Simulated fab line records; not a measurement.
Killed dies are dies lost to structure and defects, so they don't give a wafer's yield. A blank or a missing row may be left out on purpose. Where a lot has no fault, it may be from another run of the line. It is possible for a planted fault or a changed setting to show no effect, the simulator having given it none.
Split-lot study | flow sky130 | 5 lots, 23 wafers read, on a route of 708 steps

THE SPLIT
At SKY_SONOS_ONO_CVD_04 (deposits SiO2 from SiH4/N2O, target thk 5.7199 nm), the setting time_s was moved away from the recipe's 900 s on 20 of the 23 wafers read, by -13.4% to +10.4%. For the rest of the wafers, this setting stayed at what the recipe calls for.

The file shows no step between the split and the reading.

THE READING
SONOS_ONO_CVD_04_THK at SKY_SONOS_ONO_THK_MEAS_05, in nm. Typical for fault-free wafers on this fab line: 5.77 nm, with standard deviation 0.11 nm.

wafer  | tool, chamber at the split | time_s as run, s | against the recipe | SONOS_ONO_CVD_04_THK, nm | against lot-mates on the recipe
L074.2 | lpcvd-03, 1                | 900              | recipe             | 5.79                     | -
L074.3 | lpcvd-03, 1                | 900              | recipe             | 5.76                     | -
L074.4 | lpcvd-03, 1                | 900              | recipe             | 5.74                     | -
L075.1 | -, -                       | 779.4            | -13.4%             | 4.93                     | no lot-mate on the recipe
L075.2 | -, -                       | 779.4            | -13.4%             | 4.90                     | no lot-mate on the recipe
L075.3 | -, -                       | 779.4            | -13.4%             | 4.92                     | no lot-mate on the recipe
L075.5 | -, -                       | 779.4            | -13.4%             | 5.00                     | no lot-mate on the recipe
L075.6 | -, -                       | 779.4            | -13.4%             | 4.91                     | no lot-mate on the recipe
L080.1 | -, -                       | 781.5            | -13.2%             | 5.13                     | no lot-mate on the recipe
L080.2 | -, -                       | 781.5            | -13.2%             | 5.13                     | no lot-mate on the recipe
L080.3 | -, -                       | 781.5            | -13.2%             | 5.10                     | no lot-mate on the recipe
L080.4 | -, -                       | 781.5            | -13.2%             | 5.14                     | no lot-mate on the recipe
L080.5 | -, -                       | 781.5            | -13.2%             | 5.07                     | no lot-mate on the recipe
L083.1 | -, -                       | 993.9            | +10.4%             | 6.33                     | no lot-mate on the recipe
L083.2 | -, -                       | 993.9            | +10.4%             | 6.26                     | no lot-mate on the recipe
L083.3 | -, -                       | 993.9            | +10.4%             | 6.44                     | no lot-mate on the recipe
L083.5 | -, -                       | 993.9            | +10.4%             | 6.42                     | no lot-mate on the recipe
L083.6 | -, -                       | 993.9            | +10.4%             | 6.37                     | no lot-mate on the recipe
L085.1 | -, -                       | 821.5            | -8.7%              | 5.23                     | no lot-mate on the recipe
L085.2 | -, -                       | 821.5            | -8.7%              | 5.16                     | no lot-mate on the recipe
L085.3 | -, -                       | 821.5            | -8.7%              | 5.08                     | no lot-mate on the recipe
L085.4 | -, -                       | 821.5            | -8.7%              | 5.14                     | no lot-mate on the recipe
L085.6 | -, -                       | 821.5            | -8.7%              | 5.13                     | no lot-mate on the recipe

THE FIT
A straight line over all 23 wafers: SONOS_ONO_CVD_04_THK changes by +0.0576 nm for each +1% of time_s; r = +0.99; the points scatter about the line by 0.093 nm.
Too few moved wafers have a lot-mate on the recipe to fit a line with each lot's own level taken away.

THE WHOLE CHAIN: every reading that the file lists as answering this split, in the file's order
step                      | what it does                                      | reading                                                                          | change (the file's fit)                | r (the file's)
SKY_SONOS_ONO_CVD_04      | deposits SiO2 from SiH4/N2O, target thk 5.7199 nm | SiO2_of_SONOS_ONO_CVD_04.thk_nm (the simulator's own value, which no gauge read) | +0.0579 nm for each +1% of the setting | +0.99
SKY_SONOS_ONO_THK_MEAS_05 |                                                   | SONOS_ONO_CVD_04_THK                                                             | +0.0576 for each +1% of the setting    | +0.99

FILE'S OWN FIT
SONOS_ONO_CVD_04_THK changes by +0.0576 nm for each +1% of time_s, r = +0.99.
